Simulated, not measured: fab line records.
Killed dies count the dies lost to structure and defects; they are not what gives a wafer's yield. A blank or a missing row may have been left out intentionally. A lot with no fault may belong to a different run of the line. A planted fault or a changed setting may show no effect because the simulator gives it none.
Lot-split experiment    flow sfq-line    route with 325 steps; 5 lots, 23 wafers read

## THE SPLIT
At SFQ_TRILAYER_I4_VIA_LITHO_PEB_106 (peb time 60 s), the setting peb-temp-c was moved away from the recipe's 115 C on 9 of the 23 wafers read, by -1.3% to +2.8%. All remaining wafers had this setting at the recipe value.

## FROM THE SPLIT ON TO THE READING: in between, the file shows 1 step
- SFQ_TRILAYER_I4_VIA_LITHO_DEVELOP_105: time 60 s

## THE READING
I4.cd-nm (the simulator's own value, which no gauge read), in nm, at SFQ_TRILAYER_I4_VIA_BARC_OPEN_VIA_ETCH_146 (etches BARC in O2, target depth 125 nm, time 41.7 s). The file does not state a usual value for it. Here, 14 wafers ran the recipe; their average is 699.9 nm with a standard deviation of 1.3 nm.

wafer   tool, chamber at the split  peb-temp-c as run, C  against the recipe  I4.cd-nm, nm  against lot-mates on the recipe
L074.1  litho-track-03, 0           115                   recipe              698.1         -
L074.2  litho-track-03, 0           116.2                 +1.0%               719.7         +21.4
L074.3  litho-track-03, 0           116.2                 +1.0%               718.8         +20.5
L074.5  litho-track-03, 0           115                   recipe              698.5         -
L074.6  litho-track-03, 0           116.2                 +1.0%               721.1         +22.8
L075.1  litho-track-01, 0           118.2                 +2.8%               753.6         +52.7
L075.2  litho-track-01, 0           115                   recipe              700.5         -
L075.6  litho-track-01, 0           115                   recipe              700.5         -
L075.3  litho-track-01, 0           118.2                 +2.8%               752           +51.1
L075.5  litho-track-01, 0           115                   recipe              701.8         -
L078.1  litho-track-01, 0           115                   recipe              698           -
L078.2  litho-track-01, 0           115                   recipe              697.7         -
L078.3  litho-track-01, 0           117.1                 +1.8%               734.6         +36.2
L078.4  litho-track-01, 0           117.1                 +1.8%               733.4         +35.0
L078.5  litho-track-01, 0           115                   recipe              699.6         -
L079.2  litho-track-04, 0           115                   recipe              701.2         -
L079.4  litho-track-04, 0           115                   recipe              700.1         -
L079.6  litho-track-04, 0           115                   recipe              700.7         -
L082.2  litho-track-04, 0           113.5                 -1.3%               673.4         -27.3
L082.3  litho-track-04, 0           115                   recipe              700.9         -
L082.4  litho-track-04, 0           113.5                 -1.3%               670.4         -30.3
L082.5  litho-track-04, 0           115                   recipe              701.5         -
L082.6  litho-track-04, 0           115                   recipe              699.6         -

FIT RESULTS
A straight line over all 23 wafers: I4.cd-nm changes by +19.4 nm for each +1% of peb-temp-c; r = +1.00; the points scatter about the line by 1.5 nm.
The same after taking each lot's own level away (the mean of its wafers on the recipe; 23 wafers): +19.6 nm for each +1%; r = +1.00; scatter 1.5 nm.
The reading moves by 55 nm for the largest change in peb-temp-c, on that fit.
The lots' own levels span 698.30 to 700.93 nm, that is 2.0 times the standard deviation above.
The two slopes agree, so the slope changes little with the lot-to-lot level.
Check: +54.7 nm against its lot-mates is what the line predicts for one of the wafers moved furthest among these (+2.8%) when that wafer is left out of the fit. It came out at +52.7 nm against them.

## OTHER SPLITS APPLIED TO THESE WAFERS
Note: prior to the reading, these wafers also went through further splits. Each is held against what the fit with the lots' levels taken away leaves over:
other split on the same wafers                   wafers away from the commonest value  r with I4.cd-nm (lot level and that fit taken away)
SFQ_TRILAYER_I2_VIA_LITHO_EXPOSE_068 dose-mj     4                                     -0.08
SFQ_TRILAYER_M3_LITHO_COAT_080 spin-rpm          9                                     -0.21
SFQ_TRILAYER_M3_ETCH_METAL_ETCH_078 icp-w        11                                    -0.38
SFQ_TRILAYER_I3_VIA_LITHO_COAT_090 spin-rpm      7                                     +0.30
SFQ_TRILAYER_M4_LITHO_PEB_096 peb-time-s         11                                    +0.09
SFQ_TRILAYER_M4_BARC_OPEN_METAL_ETCH_123 bias-w  8                                     -0.35
SFQ_TRILAYER_I4_CMP_CMP_100 down-force-psi       5                                     +0.51

## THE FILE'S OWN FIT
I4.cd-nm changes by +19.4 nm for each +1% of peb-temp-c, r = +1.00.
